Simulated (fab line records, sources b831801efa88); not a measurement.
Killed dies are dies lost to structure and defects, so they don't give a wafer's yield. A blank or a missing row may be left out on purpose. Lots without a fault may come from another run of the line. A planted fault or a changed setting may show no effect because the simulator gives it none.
fab line records | flow sky130
record lots=7 wafers=21 last_day=50
route steps=708 shown POLY_GATE@222 PAD_OPEN@708
lots that met no fault: from a run of the same line without faults
start_h: hours from the record's first day to the start of the lot's first wafer shown | wait_h: hours since the lot's step before | " the same as in the row above | L1.1+2: a row that stands for several wafers | - no value, or no start given | * or withheld: withheld | < > ~ a bound
route shown NAME@n: a module of which the file shows steps, and the number in the route of the first | usual: mean/standard deviation of fault-free wafers | same: alike in all rows | chamber/n: place in a boat | sites: the reading at each site | _std_site: their standard deviation | _edge_site: outer sites' mean less inner sites' | radius_mm: how far each site lies from the wafer's centre | mask NAME#n: copy n | behind: the tool/chamber that last shaped the wafer | hold: why the lot was held/for how many hours/how that ended | device: the transistor (n, p or np) that didn't switch | end of line: the same wafers' tests at the end of the route | a step without rows: its recipe alone | killed: dies lost to structure and defects at the first sort, not the wafer's yield | map: a wafer's dies, x killed, . not, _ none there
set.NAME: the setting as run; set.NAME@STEP: as run at that earlier step | model.NAME: the simulator's own value behind a step, which no gauge read
lots at some steps of the route; a table a step, a row a wafer
services: from which hour (start_h, from the record's first day; less than 0 if before it) a tool's chamber was out of use, for how many hours, and why
## steps
# step SKY_POLY_GATE_COAT_08
# recipe resist=KrF-thick spin_rpm=3000 resist_thk_nm=450
# step SKY_POLY_GATE_SOFTBAKE_09
# recipe temp_c=100 time_s=90 resist=KrF-thick
# step SKY_POLY_GATE_EXPOSE_10
# recipe mask_id=P1M na=0.68 source_shape=conventional sigma_outer=0.6 target_cd_nm=150 dose_mj=28.47
# step SKY_POLY_GATE_PEB_11
# recipe peb_temp_c=withheld peb_time_s=withheld resist=KrF-thick
# step SKY_POLY_GATE_DEVELOP_12
# recipe develop_time_s=60 resist=KrF-thick dev_temp_c=21
# step SKY_POLY_GATE_CD_MEAS_13
# recipe target_cd_nm=150
# usual cd_nm=149.9/1.2
# columns lot.wafer tool chamber start_h wait_h cd_nm
L796.3 cd_sem-01 - 388.05 - 147.3
L796.4 " - " " 147.9
L796.5 " - " " 147.5
L799.2 cd_sem-01 - 443.58 - 149.8
L799.3 " - " " 150.2
L799.5 " - " " 148.9
L801.2 cd_sem-02 - 448.49 - 147.8
L801.3 " - " " 148.7
L801.6 " - " " 148.4
L800.1 cd_sem-01 - 449.08 - 148.6
L800.2 " - " " 148.5
L800.6 " - " " 149.5
L806.2 cd_sem-02 - 504.95 - 151.6
L806.4 " - " " 150.7
L806.6 " - " " 151.1
L809.3 cd_sem-01 - 530.07 - 150.4
L809.5 " - " " 149.6
L809.6 " - " " 149.5
L811.1 cd_sem-02 - 543.42 - 151.4
L811.4 " - " " 151.7
L811.6 " - " " 151.2
# step SKY_POLY_GATE_OVL_MEAS_14
# usual POLY_GATE_OVL=-2/5.5
# columns lot.wafer tool chamber start_h wait_h POLY_GATE_OVL[nm]
L796.3 overlay-01 - 388.14 0.1 1
L796.4 " - " " -2
L796.5 " - " " 1
L799.2 overlay-02 - 443.69 0.1 3
L799.3 " - " " -4
L799.5 " - " " 4
L801.2 overlay-01 - 448.59 0.1 -10
L801.3 " - " " -7
L801.6 " - " " -10
L800.1 overlay-02 - 449.20 0.1 -13
L800.2 " - " " -6
L800.6 " - " " -6
L806.2 overlay-02 - 505.06 0.1 -11
L806.4 " - " " -12
L806.6 " - " " -11
L809.3 overlay-02 - 530.16 0.1 -6
L809.5 " - " " -4
L809.6 " - " " 3
L811.1 overlay-01 - 543.54 0.1 -8
L811.4 " - " " 11
L811.6 " - " " 1
# step SKY_POLY_GATE_ETCH_15
# recipe chemistry=N2/H2 target=BARC ion_energy_ev=200 source_w=500 bias_w=100 pressure_mtorr=30 n2_flow_sccm=100 h2_flow_sccm=200 stop_on=SiO2 time_s=118.5 target_depth_a=1100
# usual drypump_motor_current_A=5.7/0.41 oes_product_au=0.716/0.0047 throttle_valve_pct=13.212/0.0084
# columns lot.wafer tool chamber start_h wait_h drypump_motor_current_A oes_product_au rf_hours_counter_h throttle_valve_pct
L796.3 rie_diel-02 0 388.17 0.0 5.3 0.710 37 13.219
L796.4 " 2 " " 6.1 0.718 98 13.216
L796.5 " 0 " " 5.4 0.717 - 13.219
L799.2 rie_diel-03 2 443.72 0.0 5.8 0.719 56 13.214
L799.3 " 1 " " 5.1 0.716 2 13.201
L799.5 " 0 " " 5.2 0.709 - 13.214
L801.2 rie_diel-03 0 448.62 0.0 5.2 0.710 83 13.195
L801.3 " 1 " " 5.1 0.713 2 13.209
L801.6 " 2 " " 5.8 0.720 - 13.196
L800.1 rie_diel-02 3 449.24 0.0 6.2 0.719 6 13.217
L800.2 " 0 " " 5.3 0.719 38 13.202
L800.6 " 0 " " 5.4 0.719 - 13.232
L806.2 rie_diel-01 2 505.09 0.0 5.8 0.718 4 13.220
L806.4 " 3 " " 6.2 0.714 77 13.210
L806.6 " 1 " " 6.3 0.716 - 13.196
L809.3 rie_diel-02 3 530.19 0.0 6.2 0.720 8 13.213
L809.5 " 0 " " 5.3 0.714 - 13.203
L809.6 " 3 " " 6.2 0.725 - 13.210
L811.1 rie_diel-02 1 543.57 0.0 6.2 0.719 2 13.216
L811.4 " 2 " " 6.1 0.716 1 13.209
L811.6 " 3 " " 6.2 0.716 - 13.210
# step SKY_POLY_GATE_ETCH_16
# recipe stop_on=poly-Si chemistry=CH3F/O2 target=Si3N4 source_w=400 bias_w=80 pressure_mtorr=25 ch3f_flow_sccm=40 O2_flow_sccm=30 time_s=147.5 target_depth_a=750
# usual ch3f_flow_sccm=39.99/0.11 drypump_motor_current_A=5.7/0.42 oes_product_au=0.636/0.0048 throttle_valve_pct=10.535/0.0087
# columns lot.wafer tool chamber start_h wait_h ch3f_flow_sccm drypump_motor_current_A oes_product_au rf_hours_counter_h throttle_valve_pct
L796.3 rie_diel-02 0 388.25 0.0 40.07 5.3 0.631 37 10.547
L796.4 " 2 " " 39.93 6.1 0.639 98 10.529
L796.5 " 0 " " 40.03 5.3 0.636 - 10.522
L799.2 rie_diel-03 2 443.80 0.0 40.06 5.7 0.633 56 10.519
L799.3 " 1 " " 40.13 5.1 0.648 2 10.542
L799.5 " 0 " " 40.02 5.2 0.639 - 10.519
L801.2 rie_diel-03 0 448.71 0.0 39.75 5.2 0.642 83 10.535
L801.3 " 1 " " 40.06 5.1 0.635 2 10.523
L801.6 " 2 " " 40.03 5.7 0.627 - 10.547
L800.1 rie_diel-02 3 449.32 0.0 40.15 6.2 0.637 6 10.539
L800.2 " 0 " " 40.00 5.3 0.633 38 10.526
L800.6 " 0 " " 40.09 5.3 0.640 - 10.536
L806.2 rie_diel-01 2 505.17 0.0 40.08 5.8 0.630 4 10.539
L806.4 " 3 " " 39.86 6.2 0.633 77 10.530
L806.6 " 1 " " 40.23 6.3 0.638 - 10.545
L809.3 rie_diel-02 3 530.27 0.0 40.08 6.2 0.632 8 10.542
L809.5 " 0 " " 40.03 5.3 0.631 - 10.540
L809.6 " 3 " " 40.06 6.2 0.632 - 10.527
L811.1 rie_diel-02 1 543.66 0.0 40.08 6.2 0.641 2 10.529
L811.4 " 2 " " 40.25 6.1 0.640 1 10.533
L811.6 " 3 " " 40.06 6.2 0.635 - 10.533
# step SKY_POLY_GATE_ETCH_17
# recipe target_depth_nm=180 stop_on=SiO2 over_etch_frac=0.56667 chemistry=HBr/Cl2 target=poly-Si icp_w=400 bias_w=100 pressure_mtorr=10 HBr_flow_sccm=150 Cl2_flow_sccm=50 time_s=70.5
# usual drypump_motor_current_A=5.6/0.37 mfc_cl2_sccm=50.02/0.13 oes_product_au=0.986/0.0076 throttle_valve_pct=33.684/0.0088
# columns lot.wafer tool chamber start_h wait_h drypump_motor_current_A mfc_cl2_sccm oes_product_au rf_hours_counter_h throttle_valve_pct
L796.3 rie_si-02 0 388.35 0.0 5.6 50.01 0.990 1 33.696
L796.4 " 2 " " 6.0 50.11 0.986 - 33.685
L796.5 " 0 " " 5.6 50.09 0.984 - 33.692
L799.2 rie_si-02 1 443.90 0.0 5.3 49.95 0.994 2 33.687
L799.3 " 2 " " 6.0 50.00 0.991 3 33.692
L799.5 " 3 " " 5.7 50.14 0.983 - 33.688
L801.2 rie_si-02 1 448.81 0.0 5.2 50.01 0.989 2 33.682
L801.3 " 3 " " 5.7 50.29 0.988 0 33.677
L801.6 " 3 " " 5.7 50.17 0.986 - 33.685
L800.1 rie_si-01 0 449.42 0.0 6.0 50.04 0.985 7 33.685
L800.2 " 1 " " 4.9 49.96 0.977 1 33.680
L800.6 " 2 " " 6.0 49.82 0.992 - 33.679
L806.2 rie_si-01 1 505.27 0.0 5.0 50.04 0.986 1 33.695
L806.4 " 2 " " 6.0 49.74 0.978 1 33.676
L806.6 " 1 " " 4.9 50.10 0.983 - 33.691
L809.3 rie_si-02 0 530.37 0.0 5.6 50.10 0.983 2 33.684
L809.5 " 1 " " 5.3 50.00 0.984 - 33.702
L809.6 " 2 " " 6.0 50.09 0.989 - 33.684
L811.1 rie_si-02 1 543.75 0.0 5.3 50.03 0.982 3 33.684
L811.4 " 2 " " 6.0 50.10 0.976 4 33.697
L811.6 " 0 " " 5.6 49.92 0.995 - 33.684
# step SKY_POLY_GATE_STRIP_18
# recipe chemistry=O2/N2 power_w=1400 pressure_mtorr=1500 platen_temp_c=withheld o2_flow_sccm=3000 n2_flow_sccm=300 overash_fraction=0.5
# usual drypump_motor_current_A=5.5/0.48 oes_product_au=0.361/0.0043 strip_time_to_endpoint_s=3.161/0.028
# same overash_fraction=0.5
# columns lot.wafer tool chamber start_h wait_h drypump_motor_current_A oes_product_au rf_hours_counter_h strip_time_to_endpoint_s
L796.3 plasma_asher-02 1 388.44 0.1 5.2 0.352 - 3.116
L796.4 " 0 " " 6.1 0.362 - 3.114
L796.5 " 1 " " 5.2 0.358 - 3.128
L799.2 plasma_asher-03 1 443.95 0.0 6.2 0.355 1 3.169
L799.3 " 1 " " 6.2 0.360 - 3.199
L799.5 " 0 " " 5.3 0.360 - 3.205
L801.2 plasma_asher-02 1 448.86 0.0 5.2 0.355 63 3.189
L801.3 " 1 " " 5.2 0.366 - 3.207
L801.6 " 0 " " 6.1 0.357 - 3.185
L800.1 plasma_asher-03 0 449.47 0.0 5.3 0.358 2 3.192
L800.2 " 1 " " 6.2 0.352 2 3.180
L800.6 " 1 " " 6.2 0.355 - 3.130
L806.2 plasma_asher-03 0 505.32 0.0 5.2 0.359 7 3.177
L806.4 " 0 " " 5.2 0.367 - 3.165
L806.6 " 0 " " 5.3 0.363 - 3.187
L809.3 plasma_asher-01 1 530.46 0.1 5.7 0.357 - 3.123
L809.5 " 0 " " 4.9 0.361 - 3.112
L809.6 " 1 " " 5.7 0.358 - 3.148
L811.1 plasma_asher-02 1 543.81 0.0 5.2 0.361 72 3.115
L811.4 " 1 " " 5.2 0.357 - 3.156
L811.6 " 1 " " 5.2 0.367 - 3.177
# step SKY_POLY_GATE_CLEAN_19
# recipe chemistry=SC1/SC2 mix=1:4:20 temp_c=70 time_s=150 dry=n2_spin
# step SKY_POLY_GATE_OXIDATION_20
# recipe temp_c=850 ambient=O2 stabilise_s=600 purge_s=300 target_thk_a=40 ox_time_s=899
# usual spike_tc_bottom_C=871/3.9 spike_tc_centre_C=849.8/1.1 spike_tc_lower_C=849.8/1.1 spike_tc_top_C=863.6/1.1 spike_tc_upper_C=848.6/1.1 tube_center_temp_C=850/0.076 tube_center_temp_C_max=852.2/0.33 zone_power_top_pct=31.2/0.33 zone_power_upper_pct=16.63/0.17
# columns lot.wafer tool chamber start_h wait_h spike_tc_bottom_C spike_tc_centre_C spike_tc_lower_C spike_tc_top_C spike_tc_upper_C tube_center_temp_C tube_center_temp_C_max zone_power_top_pct zone_power_upper_pct model.SiO2_of_POLY_GATE_OXIDATION_20.thk_nm
L796.3 furnace-02 0 389.18 0.6 865 849.6 852.1 863.1 848.3 850.14 852.7 31.3 16.78 4.015
L796.4 " 0 " " 865 850.3 850.2 864.4 848.5 850.02 852.0 31.5 16.29 4.033
L796.5 " 0 " " 866 849.9 849.9 863.0 849.0 850 852.4 30.5 16.50 4.086
L799.2 furnace-01 0 445.92 1.8 894 869.0 870.0 883.0 867.1 869.39 871.2 32.7 17.26 5.069
L799.3 " 0 " " 893 868.4 868.3 881.4 868.9 869.33 872.1 32.3 17.80 5.063
L799.5 " 0 " " 893 867.5 868.6 882.7 867.7 869.51 871.7 32.6 17.58 4.993
L800.1 furnace-01 0 451.38 1.8 894 869.9 867.3 884.3 867.6 869.37 871.6 32.4 17.28 5.146
L800.2 " 0 " " 892 869.5 869.3 883.6 868.4 869.33 871.3 32.3 17.44 5.105
L800.6 " 0 " " 892 870.0 868.7 883.6 869.6 869.4 871.2 32.5 17.59 4.988
L801.2 furnace-01 0 451.38 2.4 894 870.0 868.7 882.2 869.1 869.4 871.6 32.5 17.49 5.144
L801.3 " 0 " " 894 868.9 868.2 884.5 868.9 869.31 871.6 32.1 17.33 5.126
L801.6 " 0 " " 893 868.5 870.0 883.1 868.1 869.26 871.4 32.5 17.40 5.106
L806.2 furnace-02 0 505.47 0.0 866 850.3 851.2 862.5 848.3 849.98 852.3 30.8 16.57 4.067
L806.4 " 0 " " 864 851.3 850.5 862.9 848.6 850.04 852.8 31.4 16.67 4.036
L806.6 " 0 " " 866 850.3 850.0 862.9 848.0 850 852.8 30.9 16.66 4.068
L809.3 furnace-01 0 530.62 0.0 874 850.0 849.7 861.9 848.5 849.98 852.1 31.8 16.42 4.02
L809.5 " 0 " " 874 849.0 848.6 864.2 848.9 849.97 851.9 30.9 16.75 4.035
L809.6 " 0 " " 876 848.8 850.6 864.4 850.7 849.93 852.4 31.3 16.45 4.022
L811.1 furnace-01 0 543.97 0.0 875 851.7 849.4 864.0 847.5 850.03 852.2 31.6 16.68 4.089
L811.4 " 0 " " 872 848.7 848.8 865.3 848.2 849.89 851.8 31.7 16.80 3.983
L811.6 " 0 " " 873 850.8 847.8 863.7 846.8 850.05 852.1 31.1 16.62 4.049
# step SKY_POLY_GATE_THK_MEAS_21
# recipe reads=SiO2_of_POLY_GATE_OXIDATION_20
# usual POLY_GATE_OXIDATION_THK=3.98/0.083
# columns lot.wafer tool chamber start_h wait_h POLY_GATE_OXIDATION_THK[nm]
L796.3 film_metro-01 - 390.45 0.0 4.04
L796.4 " - " " 4.02
L796.5 " - " " 4.09
L799.2 film_metro-03 - 447.18 0.0 5.06
L799.3 " - " " 5.05
L799.5 " - " " 4.95
L801.2 film_metro-02 - 452.64 0.0 5.14
L801.3 " - " " 5.13
L801.6 " - " " 5.14
L800.1 film_metro-03 - 452.65 0.0 5.16
L800.2 " - " " 5.10
L800.6 " - " " 4.97
L806.2 film_metro-02 - 506.73 0.0 4.15
L806.4 " - " " 4.00
L806.6 " - " " 4.06
L809.3 film_metro-02 - 531.89 0.0 4.02
L809.5 " - " " 4.06
L809.6 " - " " 4.03
L811.1 film_metro-02 - 545.21 0.0 4.06
L811.4 " - " " 4.02
L811.6 " - " " 4.07
# step SKY_POLY_GATE_CD_MEAS_22
# usual cd_nm=150.0/1.9
# columns lot.wafer tool chamber start_h wait_h cd_nm
L796.3 cd_sem-01 - 390.54 0.1 147.9
L796.4 " - " " 149.1
L796.5 " - " " 146.9
L799.2 cd_sem-02 - 447.26 0.1 147.2
L799.3 " - " " 150.5
L799.5 " - " " 150.5
L800.1 cd_sem-01 - 452.71 0.1 150.7
L800.2 " - " " 149.2
L800.6 " - " " 149.8
L801.2 cd_sem-02 - 452.72 0.1 147.9
L801.3 " - " " 148.5
L801.6 " - " " 148.1
L806.2 cd_sem-01 - 506.81 0.1 152.9
L806.4 " - " " 148.2
L806.6 " - " " 152.6
L809.3 cd_sem-02 - 531.99 0.1 150.2
L809.5 " - " " 149.0
L809.6 " - " " 150.9
L811.1 cd_sem-02 - 545.27 0.1 153.2
L811.4 " - " " 152.3
L811.6 " - " " 153.2
# step SKY_PAD_OPEN_PROBE_99
# usual killed_at_M0_to_M3=44/6.2 killed_at_M4_up=3.3/1.8 killed_at_contacts=25/5.8 killed_at_front_end=15/4 killed_at_other=0.3/0.49 killed_dies=88/8.8 killed_open=48/6.5 killed_short=39/6.3
# same gross_dies=492 killed_at_back_side=0
# columns lot.wafer tool chamber start_h wait_h killed_at_M0_to_M3 killed_at_M4_up killed_at_contacts killed_at_front_end killed_at_other killed_dies killed_open killed_short model.etest.tip_sonos.rs_ohm_sq model.etest.tip_p.rs_ohm_sq model.etest.tip_n.rs_ohm_sq model.etest.res_pdiff.rs_ohm_sq model.etest.res_ndiff.rs_ohm_sq
L796.3 prober-02 - 1092.81 0.2 52 4 28 18 1 103 62 41 2769 6745 443.1 199 117.5
L796.4 prober-02 - 1092.86 0.2 35 1 28 17 0 81 50 31 2817 6819 442.9 199.4 117.3
L796.5 prober-02 - 1092.91 0.2 48 7 27 17 1 100 60 40 2752 6772 440.9 197.7 116.9
L799.2 prober-01 - 1128.31 0.1 37 1 22 12 0 72 40 32 2979 7039 458.2 207.2 123
L799.3 prober-01 - 1128.36 0.2 45 6 21 14 0 86 48 38 3027 7058 456.7 208.7 122.1
L799.5 prober-01 - 1128.46 0.2 39 0 24 24 0 87 43 44 3020 7015 458.5 206.9 124.1
L801.2 prober-01 - 1129.53 0.1 53 3 24 10 1 91 57 33 2834 7042 455.5 204 122
L801.3 prober-01 - 1129.58 0.2 43 1 29 12 0 85 43 42 2820 7058 459.3 204.5 122.2
L801.6 prober-01 - 1129.73 0.2 56 3 21 11 1 92 47 44 2763 7077 456.1 206.2 122.5
L800.1 prober-02 - 1134.36 0.1 42 5 29 16 0 92 48 44 2930 7254 459.5 206.1 124.6
L800.2 prober-02 - 1134.41 0.1 44 3 21 5 1 74 37 37 2957 7249 454.7 206.6 124.6
L800.6 prober-02 - 1134.61 0.2 32 3 33 20 0 88 53 35 2896 7177 454.6 204.7 123.8
L806.2 prober-02 - 1166.79 0.1 43 3 33 10 1 90 47 43 2546 6730 441.4 198 119.2
L806.4 prober-02 - 1166.89 0.2 48 2 21 11 0 82 43 39 2556 6675 440.6 197.1 119.4
L806.6 prober-02 - 1166.99 0.2 41 1 28 23 1 94 46 48 2530 6744 442.1 199 120
L809.3 prober-01 - 1184.52 0.2 46 0 36 15 0 97 59 37 2626 6815 443 198.2 120.5
L809.5 prober-01 - 1184.62 0.2 49 2 32 20 0 103 50 53 2627 6810 440.4 202.1 120.2
L809.6 prober-01 - 1184.67 0.2 41 4 23 15 0 83 42 40 2619 6759 439.2 200.9 121.2
L811.1 prober-01 - 1190.25 0.1 44 0 20 17 0 81 42 39 2632 6922 439.8 196.4 118.3
L811.4 prober-01 - 1190.40 0.2 60 3 16 10 0 89 48 41 2566 6984 444.5 196.7 118.1
L811.6 prober-01 - 1190.50 0.2 58 2 25 11 0 96 58 38 2587 6975 442 196.5 119.2
# killed by level:class
L796.3 VIA1:geometric_particle:open=13 LI_CONTACT:geometric_particle:open=10 CONTACT:geometric_particle:open=10 METAL1:geometric_particle:short=9 VIA3:geometric_particle:open=8 POLY_GATE:geometric_particle:open=6 VIA2:geometric_particle:open=6 POLY_GATE:geometric_particle:short=4
L796.4 CONTACT:geometric_particle:open=17 LI_CONTACT:geometric_particle:open=7 METAL2:geometric_particle:short=6 VIA2:geometric_particle:open=6 FIELD_ISO:geometric_particle:short=5 FIELD_ISO:geometric_particle:open=5 VIA3:geometric_particle:open=5 POLY_GATE:geometric_particle:short=4
L796.5 CONTACT:geometric_particle:open=17 VIA1:geometric_particle:open=10 VIA2:geometric_particle:open=9 VIA3:geometric_particle:open=7 METAL1:geometric_particle:short=6 FIELD_ISO:geometric_particle:short=4 POLY_GATE:geometric_particle:short=4 METAL4:geometric_particle:short=4
L799.2 CONTACT:geometric_particle:open=8 POLY_GATE:geometric_particle:open=6 METAL2:geometric_particle:short=6 LI_CONTACT:geometric_particle:open=5 VIA1:geometric_particle:short=5 VIA2:geometric_particle:open=5 METAL1:geometric_particle:short=4 VIA3:geometric_particle:open=4
L799.3 VIA1:geometric_particle:open=13 CONTACT:geometric_particle:short=8 VIA3:geometric_particle:open=8 VIA1:geometric_particle:short=7 CONTACT:geometric_particle:open=6 LI_CONTACT:geometric_particle:open=5 POLY_GATE:geometric_particle:open=4 VIA3:geometric_particle:short=4
L799.5 POLY_GATE:geometric_particle:short=9 CONTACT:geometric_particle:open=9 VIA1:geometric_particle:open=9 POLY_GATE:geometric_particle:open=7 LOCAL_INTERCONNECT:geometric_particle:short=5 CONTACT:geometric_particle:short=5 VIA3:geometric_particle:short=5 METAL1:geometric_particle:short=5
L801.2 VIA1:geometric_particle:open=14 METAL1:geometric_particle:short=10 VIA3:geometric_particle:open=10 VIA2:geometric_particle:open=9 CONTACT:geometric_particle:open=8 LI_CONTACT:geometric_particle:open=7 FIELD_ISO:geometric_particle:short=4 FIELD_ISO:geometric_particle:open=3
L801.3 VIA1:geometric_particle:open=14 CONTACT:geometric_particle:open=9 CONTACT:geometric_particle:short=8 METAL1:geometric_particle:short=7 LI_CONTACT:geometric_particle:open=6 VIA1:geometric_particle:short=5 POLY_GATE:geometric_particle:open=4 LOCAL_INTERCONNECT:geometric_particle:short=4
L801.6 VIA1:geometric_particle:short=9 CONTACT:geometric_particle:open=9 VIA2:geometric_particle:open=9 METAL1:geometric_particle:short=8 LI_CONTACT:geometric_particle:open=7 VIA1:geometric_particle:open=7 VIA3:geometric_particle:open=7 METAL2:geometric_particle:short=6
L800.1 CONTACT:geometric_particle:open=12 VIA1:geometric_particle:open=8 CONTACT:geometric_particle:short=7 METAL1:geometric_particle:short=7 METAL2:geometric_particle:short=7 FIELD_ISO:geometric_particle:short=6 LOCAL_INTERCONNECT:geometric_particle:short=5 VIA2:geometric_particle:open=5
L800.2 VIA1:geometric_particle:open=11 LI_CONTACT:geometric_particle:open=8 METAL1:geometric_particle:short=7 LOCAL_INTERCONNECT:geometric_particle:short=6 VIA1:geometric_particle:short=5 CONTACT:geometric_particle:open=5 VIA3:geometric_particle:short=5 METAL2:geometric_particle:short=4
L800.6 CONTACT:geometric_particle:open=12 VIA1:geometric_particle:open=11 LI_CONTACT:geometric_particle:open=9 LOCAL_INTERCONNECT:geometric_particle:short=7 FIELD_ISO:geometric_particle:short=6 FIELD_ISO:geometric_particle:open=3 POLY_GATE:geometric_particle:short=3 CONTACT:geometric_particle:short=3
L806.2 CONTACT:geometric_particle:open=14 VIA3:geometric_particle:open=10 VIA1:geometric_particle:open=9 LOCAL_INTERCONNECT:geometric_particle:short=7 METAL1:geometric_particle:short=7 CONTACT:geometric_particle:short=6 VIA2:geometric_particle:short=6 METAL2:geometric_particle:short=4
L806.4 VIA1:geometric_particle:open=10 VIA3:geometric_particle:open=8 CONTACT:geometric_particle:open=7 VIA1:geometric_particle:short=7 METAL2:geometric_particle:short=6 CONTACT:geometric_particle:short=6 VIA2:geometric_particle:open=6 LI_CONTACT:geometric_particle:open=5
L806.6 CONTACT:geometric_particle:open=11 VIA2:geometric_particle:open=10 METAL1:geometric_particle:short=9 METAL3:geometric_particle:short=6 CONTACT:geometric_particle:short=6 FIELD_ISO:geometric_particle:open=5 VIA1:geometric_particle:short=5 POLY_GATE:geometric_particle:short=5
L809.3 CONTACT:geometric_particle:open=14 VIA2:geometric_particle:open=9 VIA1:geometric_particle:open=9 CONTACT:geometric_particle:short=7 VIA3:geometric_particle:open=7 LI_CONTACT:geometric_particle:open=5 LI_CONTACT:geometric_particle:short=5 VIA2:geometric_particle:short=5
L809.5 METAL2:geometric_particle:short=10 CONTACT:geometric_particle:open=9 LI_CONTACT:geometric_particle:open=8 VIA1:geometric_particle:open=8 VIA1:geometric_particle:short=7 FIELD_ISO:geometric_particle:short=5 CONTACT:geometric_particle:short=5 FIELD_ISO:geometric_particle:open=4
L809.6 CONTACT:geometric_particle:open=9 CONTACT:geometric_particle:short=7 VIA1:geometric_particle:open=7 VIA2:geometric_particle:open=6 METAL1:geometric_particle:short=6 VIA2:geometric_particle:short=6 VIA3:geometric_particle:open=5 FIELD_ISO:geometric_particle:open=3
L811.1 VIA1:geometric_particle:open=10 CONTACT:geometric_particle:open=9 METAL1:geometric_particle:short=9 FIELD_ISO:geometric_particle:short=6 FIELD_ISO:geometric_particle:open=5 VIA3:geometric_particle:short=5 POLY_GATE:geometric_particle:open=4 VIA1:geometric_particle:short=4
L811.4 VIA1:geometric_particle:open=15 VIA3:geometric_particle:open=9 METAL1:geometric_particle:short=7 VIA2:geometric_particle:open=7 CONTACT:geometric_particle:open=5 METAL2:geometric_particle:short=5 LI_CONTACT:geometric_particle:short=4 VIA1:geometric_particle:short=4
L811.6 VIA1:geometric_particle:open=18 CONTACT:geometric_particle:open=9 LI_CONTACT:geometric_particle:open=8 METAL1:geometric_particle:short=8 VIA3:geometric_particle:open=8 VIA1:geometric_particle:short=6 VIA2:geometric_particle:short=5 VIA2:geometric_particle:open=4
## services
# columns tool chamber start_h hours kind
rie_diel-03 3 364.49 15.7 repair
rie_si-01 3 367.06 7.8 repair
rie_diel-02 - 371.18 4.3 pm
rie_si-02 3 380.21 - clean
rie_si-02 3 380.21 25.6 scheduled_down
rie_si-02 3 380.21 25.6 vent_cycle
rie_si-01 - 380.98 2.8 pm
rie_diel-03 1 394.21 4.1 repair
rie_diel-03 - 420.62 2.8 pm
plasma_asher-03 - 421.27 9.0 pm
furnace-02 - 448.82 3.3 pm
rie_diel-02 1 448.84 - clean
rie_diel-02 1 448.84 17.3 scheduled_down
rie_diel-02 1 448.84 17.3 vent_cycle
rie_diel-03 3 460.70 - clean
rie_diel-02 2 466.10 14.7 repair
rie_diel-03 2 474.47 3.4 repair
furnace-02 - 474.63 3.4 pm
rie_diel-02 2 480.79 - clean
rie_diel-02 2 480.79 19.7 scheduled_down
rie_diel-02 2 480.79 19.7 vent_cycle
rie_diel-03 0 493.39 7.2 repair
rie_diel-03 1 505.25 6.2 repair
rie_diel-01 1 517.45 3.4 repair
## key
first_sign step=SKY_POLY_GATE_OXIDATION_20 reading=tube_center_temp_C direction=up sigmas=99+ usual=* struck=*
effect step=SKY_POLY_GATE_OXIDATION_20 reading=tube_center_temp_C_max direction=up sigmas=59 usual=* struck=*
effect step=SKY_POLY_GATE_THK_MEAS_21 reading=POLY_GATE_OXIDATION_THK direction=up sigmas=13 usual=3.98 struck=5.08
model_effect step=SKY_POLY_GATE_OXIDATION_20 value=SiO2_of_POLY_GATE_OXIDATION_20.thk_nm without=3.998 struck=5.082
model_effect step=SKY_PAD_OPEN_PROBE_99 value=etest.tip_sonos.rs_ohm_sq without=2715 struck=2914
met_at SKY_POLY_GATE_OXIDATION_20
struck_wafers L799.2,L799.3,L799.5,L800.1,L800.2,L800.6,L801.2,L801.3,L801.6
tester_left_out L799,L800,L801
fault kind=process_parameter_drift tool=furnace-01 chamber=- onset_h=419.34 steps=SKY_POLY_GATE_OXIDATION_20 channel=temp_c offset=* shape=step end_h=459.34 acts_in=* stated=*
# tester_left_out: of these lots the tester's yield and bins aren't shown, on N5 and GAA mostly nor the transistor test; their killed dies are dies lost to structure and defects alone, not to doping, threshold or leakage, so they don't give the yield
